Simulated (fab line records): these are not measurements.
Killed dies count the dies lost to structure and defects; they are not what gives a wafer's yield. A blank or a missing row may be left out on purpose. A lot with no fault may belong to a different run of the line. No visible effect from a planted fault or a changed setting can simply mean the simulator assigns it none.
Tool commonality check | flow gf180mcu | 13 lots, 39 wafers sampled

## WHAT PROMPTED THE OPENING
Of 13 lots, 2 have the reading DUAL_GATE_OXIDATION_00_THK flagged at GF_DUAL_GATE_THK_MEAS_03. Fault-free wafers read 10.87 nm, with a standard deviation of 0.16.
Rule: a lot is flagged when every wafer of it that has a number lies more than 4 standard deviations from that mean, or none has a number. All remaining lots are regarded as sound.

lot  | measured     | on            | DUAL_GATE_OXIDATION_00_THK (nm), wafer by wafer | flag
L555 | day 7 20:54  | film-metro-02 | 10.81 11.08 10.82                               |
L556 | day 8 06:32  | film-metro-01 | 11.16 11.01 11.10                               |
L557 | day 8 13:58  | film-metro-01 | 10.83 10.74 10.77                               |
L558 | day 8 19:29  | film-metro-02 | 10.70 10.64 10.59                               |
L559 | day 9 00:21  | film-metro-02 | 10.79 10.70 10.87                               |
L561 | day 10 00:32 | film-metro-01 | 10.78 10.79 10.80                               |
L562 | day 10 02:05 | film-metro-01 | 10.91 10.70 10.81                               |
L563 | day 10 06:39 | film-metro-01 | 10.73 10.61 10.93                               |
L565 | day 10 16:46 | film-metro-02 | 10.94 11.10 10.98                               |
L567 | day 11 09:34 | film-metro-01 | 9.69 9.76 9.65                                  | FLAGGED
L568 | day 11 15:48 | film-metro-02 | 9.40 9.55 9.57                                  | FLAGGED
L572 | day 12 15:38 | film-metro-01 | 10.78 10.73 10.58                               |
L577 | day 14 05:34 | film-metro-01 | 10.92 10.89 10.67                               |
Average over the flagged lots: 9.60 nm; offset from the usual -1.27 nm, equal to -8 standard deviations.

## WHICH TOOL RAN EACH LOT
The record holds 1 process step before the reading, out of a route of 602 steps. Every cell lists first the tool, next ch and the chambers used by the sampled wafers, and last the start.
lot  | flag    | GF_DUAL_GATE_OXIDATION_02
L555 |         | furnace-02 ch 0, day 7 19:27
L556 |         | furnace-02 ch 0, day 8 05:05
L557 |         | furnace-02 ch 0, day 8 12:31
L558 |         | furnace-02 ch 0, day 8 18:02
L559 |         | furnace-02 ch 0, day 8 22:54
L561 |         | furnace-01 ch 0, day 9 23:05
L562 |         | furnace-01 ch 0, day 10 00:38
L563 |         | furnace-02 ch 0, day 10 05:12
L565 |         | furnace-02 ch 0, day 10 15:19
L567 | FLAGGED | furnace-01 ch 0, day 11 08:07
L568 | FLAGGED | furnace-01 ch 0, day 11 14:21
L572 |         | furnace-02 ch 0, day 12 14:11
L577 |         | furnace-01 ch 0, day 14 04:06
These steps, and what they do:
- GF_DUAL_GATE_OXIDATION_02: stabilise 600 s, purge 300 s, target thk 10.887 nm.
- GF_DUAL_GATE_THK_MEAS_03

## FLAGGED AGAINST TOTAL, ONE TOOL AT A TIME (gauges that did the reading follow at the end)
step                      | tool          | lots run | flagged | share of the flagged lots | sound lots run after its first flagged lot
GF_DUAL_GATE_OXIDATION_02 | furnace-01    | 5        | 2       | all                       | 1 (L577)
GF_DUAL_GATE_OXIDATION_02 | furnace-02    | 8        | 0       | none                      | -
GF_DUAL_GATE_THK_MEAS_03  | film-metro-01 | 8        | 1       | some                      | 2 (L572,L577)
GF_DUAL_GATE_THK_MEAS_03  | film-metro-02 | 5        | 1       | some                      | 0

## WHAT IS ALLOWED BY THE TABLE
1 row of the table ran every flagged lot: furnace-01 at GF_DUAL_GATE_OXIDATION_02.
- furnace-01 at GF_DUAL_GATE_OXIDATION_02 ran 5 lots, 2 of them flagged. Sound lots followed the first flagged one (L577) on it, something a lasting fault affecting the whole tool could not allow. Its own readings (spike-tc-centre-C, spike-tc-lower-C, spike-tc-upper-C, tube-center-temp-C, tube_center_temp_C_max) fall more than 4 standard deviations out on all wafers of the flagged lots.
There is no row in the table that ran each flagged lot and no sound lot after the first.

## WHAT WAS PUT IN BY THE SIMULATOR
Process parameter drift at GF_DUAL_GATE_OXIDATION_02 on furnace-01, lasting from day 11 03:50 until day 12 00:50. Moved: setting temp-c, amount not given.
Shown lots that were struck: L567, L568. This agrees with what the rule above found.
